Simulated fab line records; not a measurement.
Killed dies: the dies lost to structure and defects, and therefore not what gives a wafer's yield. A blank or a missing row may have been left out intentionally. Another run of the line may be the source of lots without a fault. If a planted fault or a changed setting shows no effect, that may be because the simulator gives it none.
fab line records | flow gf180mcu
[record] lots = 6 | wafers = 18 | last_day = 34
route steps=602 shown NWELL@48 LVPWELL@54
lots that met no fault: taken from a fault-free run of the same line
start_h: hours from the record's first day to the start of the lot's first wafer shown | wait_h: how many hours have passed since the lot's step before this one | " the same as in the row above | L1.1+2: one row covering several wafers at once | - no value, or no start was given | * or withheld: withheld | < > ~ a bound
route shown NAME@n: a module of which the file shows steps, and the number in the route of the first | usual: mean/standard deviation of fault-free wafers | same: alike in all rows | chamber/n: place in a boat | sites: each site's reading | _std_site: how widely they spread, as a standard deviation | _edge_site: outer sites' mean less inner sites' | radius_mm: for every site, how far away it sits from the centre of the wafer | mask NAME#n: copy n | behind: the most recent tool/chamber to have shaped the wafer | hold: reason for holding the lot/hours on hold/outcome of the hold | device: whichever transistor did not switch (one of n, p or np) | end of line: the route-end tests of the same wafers | a step without rows: its recipe alone | killed: the dies lost at the first sort to structure and to defects; this is not the yield of the wafer | map: a wafer's dies, x killed, . not, _ none there
set.NAME: the run value of the setting; set.NAME@STEP: its run value at that earlier step | model.NAME: the simulator's own value behind a step, which no gauge read
lots at some steps of the route; a table a step, a row a wafer
services: a tool's chamber out of use, with start hour (start_h, from the record's first day; less than 0 if before it), hours out, and reason
[[steps]]
[step GF_NWELL_DEVELOP_06]
[recipe] wall_angle_deg = 90 | develop_time_s = 60 | dev_temp_c = 23
[step GF_NWELL_OVL_MEAS_07]
[usual] NWELL_OVL = 1.6/1.4
lot.wafer | tool       | chamber | start_h | wait_h | NWELL_OVL[nm]
L641.2    | overlay-01 | -       | 57.11   | -      | 0.1
L641.4    | "          | -       | "       | "      | 1.7
L641.6    | "          | -       | "       | "      | 1.8
L645.2    | overlay-02 | -       | 76.28   | -      | 0.4
L645.4    | "          | -       | "       | "      | -0.9
L645.5    | "          | -       | "       | "      | -0.9
L659.1    | overlay-01 | -       | 153.85  | -      | 2.6
L659.2    | "          | -       | "       | "      | 2.6
L659.3    | "          | -       | "       | "      | 2.0
L660.2    | overlay-01 | -       | 160.36  | -      | 0.5
L660.5    | "          | -       | "       | "      | 3.3
L660.6    | "          | -       | "       | "      | 1.8
L663.2    | overlay-01 | -       | 174.96  | -      | 1.3
L663.3    | "          | -       | "       | "      | 1.2
L663.6    | "          | -       | "       | "      | 2.8
L664.3    | overlay-01 | -       | 183.06  | -      | 1.9
L664.5    | "          | -       | "       | "      | 1.5
L664.6    | "          | -       | "       | "      | 2.2
[step GF_NWELL_IMPLANT_08]
[recipe] species = P | energy_kev = 450 | dose_cm2 = 1.5e+13 | tilt_deg = 0
[step GF_NWELL_IMPLANT_09]
[recipe] species = P | energy_kev = 160 | dose_cm2 = 4e+12 | tilt_deg = 0
[step GF_NWELL_STRIP_10]
[recipe] chemistry = O2/N2 | power_w = 1400 | pressure_mtorr = 1500 | platen_temp_c = 250 | o2_flow_sccm = 3000 | n2_flow_sccm = 300 | overash_fraction = 0.5
[usual] drypump_motor_current_A = 5.8/0.4 | heater_power_w = 319/23 | oes_product_au = 0.723/0.0048 | strip_time_to_endpoint_s = 36.90/0.11
[same] overash_fraction = 0.5
lot.wafer | tool            | chamber | start_h | wait_h | drypump_motor_current_A | heater_power_w | oes_product_au | rf_hours_counter_h | strip_time_to_endpoint_s
L641.2    | plasma_asher-01 | 0       | 57.44   | 0.1    | 6.2                     | 327            | 0.718          | 41                 | 36.87
L641.4    | "               | 0       | "       | "      | 6.2                     | 323            | 0.719          | -                  | 36.83
L641.6    | "               | 1       | "       | "      | 6.0                     | 297            | 0.718          | -                  | 36.86
L645.2    | plasma_asher-02 | 1       | 76.61   | 0.1    | 5.4                     | 326            | 0.717          | 29                 | 36.93
L645.4    | "               | 0       | "       | "      | 5.7                     | 303            | 0.715          | -                  | 36.91
L645.5    | "               | 1       | "       | "      | 5.4                     | 330            | 0.720          | -                  | 36.86
L659.1    | plasma_asher-02 | 0       | 154.19  | 0.1    | 5.7                     | 315            | 0.725          | 38                 | 36.99
L659.2    | "               | 1       | "       | "      | 5.4                     | 332            | 0.718          | 38                 | 37.01
L659.3    | "               | 0       | "       | "      | 5.7                     | 304            | 0.722          | -                  | 36.93
L660.2    | plasma_asher-01 | 1       | 160.70  | 0.1    | 6.0                     | 296            | 0.728          | 51                 | 36.94
L660.5    | "               | 1       | "       | "      | 6.0                     | 303            | 0.720          | -                  | 36.96
L660.6    | "               | 0       | "       | "      | 6.2                     | 319            | 0.728          | -                  | 36.91
L663.2    | plasma_asher-02 | 1       | 175.29  | 0.1    | 5.4                     | 320            | 0.723          | 41                 | 36.72
L663.3    | "               | 1       | "       | "      | 5.4                     | 337            | 0.722          | -                  | 36.74
L663.6    | "               | 1       | "       | "      | 5.4                     | 328            | 0.727          | -                  | 36.77
L664.3    | plasma_asher-01 | 1       | 183.42  | 0.1    | 5.9                     | 288            | 0.726          | -                  | 36.79
L664.5    | "               | 0       | "       | "      | 6.2                     | 326            | 0.730          | -                  | 36.86
L664.6    | "               | 1       | "       | "      | 5.9                     | 301            | 0.726          | -                  | 36.84
[step GF_NWELL_TW_MEAS_11]
[usual] NWELL_TW = 1559/11
lot.wafer | tool          | chamber | start_h | wait_h | NWELL_TW
L641.2    | film_metro-04 | -       | 57.55   | 0.1    | 1530
L641.4    | "             | -       | "       | "      | 1531
L641.6    | "             | -       | "       | "      | 1524
L645.2    | film_metro-03 | -       | 76.72   | 0.1    | 1568
L645.4    | "             | -       | "       | "      | 1561
L645.5    | "             | -       | "       | "      | 1564
L659.1    | film_metro-01 | -       | 154.29  | 0.1    | 1568
L659.2    | "             | -       | "       | "      | 1565
L659.3    | "             | -       | "       | "      | 1564
L660.2    | film_metro-03 | -       | 160.81  | 0.1    | 1559
L660.5    | "             | -       | "       | "      | 1559
L660.6    | "             | -       | "       | "      | 1558
L663.2    | film_metro-04 | -       | 175.40  | 0.1    | 1534
L663.3    | "             | -       | "       | "      | 1552
L663.6    | "             | -       | "       | "      | 1555
L664.3    | film_metro-04 | -       | 183.51  | 0.1    | 1550
L664.5    | "             | -       | "       | "      | 1552
L664.6    | "             | -       | "       | "      | 1539
[step GF_LVPWELL_DEHYDRATE_00]
[recipe] temp_c = 200 | time_s = 60
[step GF_LVPWELL_HMDS_01]
[recipe] prime_time_s = 60 | prime_temp_c = 120
[step GF_LVPWELL_COAT_02]
[recipe] spin_rpm = 2000 | resist_thk_nm = 3000
[step GF_LVPWELL_SOFTBAKE_03]
[recipe] temp_c = 110 | time_s = withheld
[step GF_LVPWELL_EXPOSE_04]
[recipe] mask_id = LVPWELL | target_cd_nm = 600 | na = 0.6 | source_shape = conventional | sigma_outer = 0.6 | dose_mj = 254.8
[step GF_LVPWELL_PEB_05]
[recipe] temp_c = 115 | time_s = withheld
[step GF_LVPWELL_DEVELOP_06]
[recipe] wall_angle_deg = 90 | develop_time_s = 60 | dev_temp_c = 23
[usual] chill_plate_temp_C = 23.00/0.1 | develop_time_s = 60/0
lot.wafer | tool           | chamber | start_h | wait_h | chill_plate_temp_C | develop_time_s
L641.2    | litho_track-01 | 0       | 69      | -      | 22.95              | 60
L641.4    | "              | 0       | "       | "      | 23.06              | 60
L641.6    | "              | 0       | 70      | -      | 23.04              | 60
L645.2    | litho_track-04 | 0       | 89      | -      | 23.07              | 60
L645.4    | "              | 0       | "       | "      | 23.06              | 60
L645.5    | "              | 0       | "       | "      | 23.12              | 60
L659.1    | litho_track-04 | -       | 170     | -      | -                  | -
L659.2    | "              | -       | "       | "      | -                  | -
L659.3    | "              | -       | "       | "      | -                  | -
L660.2    | litho_track-01 | -       | 177     | -      | -                  | -
L660.5    | "              | -       | "       | "      | -                  | -
L660.6    | "              | -       | "       | "      | -                  | -
L663.2    | litho_track-04 | 0       | 191     | -      | 22.98              | 60
L663.3    | "              | 0       | "       | "      | 22.99              | 60
L663.6    | "              | 0       | "       | "      | 22.98              | 60
L664.3    | litho_track-02 | 0       | 199     | -      | 22.99              | 60
L664.5    | "              | 0       | "       | "      | 23.02              | 60
L664.6    | "              | 0       | "       | "      | 23.00              | 60
[step GF_LVPWELL_OVL_MEAS_07]
[usual] LVPWELL_OVL = -0.1/1.5
lot.wafer | tool       | chamber | start_h | wait_h | LVPWELL_OVL[nm]
L641.2    | overlay-01 | -       | 70.04   | -      | -1.8
L641.4    | "          | -       | "       | "      | -1.7
L641.6    | "          | -       | "       | "      | -1.5
L645.2    | overlay-02 | -       | 90.01   | -      | -2.2
L645.4    | "          | -       | "       | "      | -2.3
L645.5    | "          | -       | "       | "      | -0.1
L659.1    | overlay-01 | -       | 170.75  | -      | -
L659.2    | "          | -       | "       | "      | -
L659.3    | "          | -       | "       | "      | -
L660.2    | overlay-01 | -       | 177.14  | -      | -
L660.5    | "          | -       | "       | "      | -
L660.6    | "          | -       | "       | "      | -
L663.2    | overlay-02 | -       | 191.76  | -      | 0.0
L663.3    | "          | -       | "       | "      | 0.9
L663.6    | "          | -       | "       | "      | 0.1
L664.3    | overlay-02 | -       | 199.64  | -      | -0.7
L664.5    | "          | -       | "       | "      | 1.2
L664.6    | "          | -       | "       | "      | 1.3
[[services]]
tool            | chamber | start_h | hours | kind
plasma_asher-01 | -       | 60.46   | 8.4   | repair
plasma_asher-02 | -       | 194.82  | 6.0   | repair
[[key]]
[first_sign] step = GF_LVPWELL_DEVELOP_06 | reading = tool_record | direction = missing
effect none on later readings
met_at GF_LVPWELL_DEVELOP_06
struck_wafers L659.1,L659.2,L659.3,L660.2,L660.5,L660.6
sort_left_out L659.1,L659.2,L659.3,L660.2,L660.5,L660.6
tester_left_out L659,L660
onset_between 89 170
[fault] kind = skipped_step_whole | tool = litho_track-01,litho_track-04 | chamber = - | onset_h = 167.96 | steps = GF_LVPWELL_DEVELOP_06 | scope = struck_lots_only
// tester_left_out: of these lots the tester's yield and bins aren't shown, on N5 and GAA mostly nor the transistor test; their killed dies are dies lost to structure and defects alone, not to doping, threshold or leakage, so they don't give the yield
// sort_left_out: the simulated sort isn't trusted on such a fault, so these wafers' sort isn't shown, and their yield isn't known
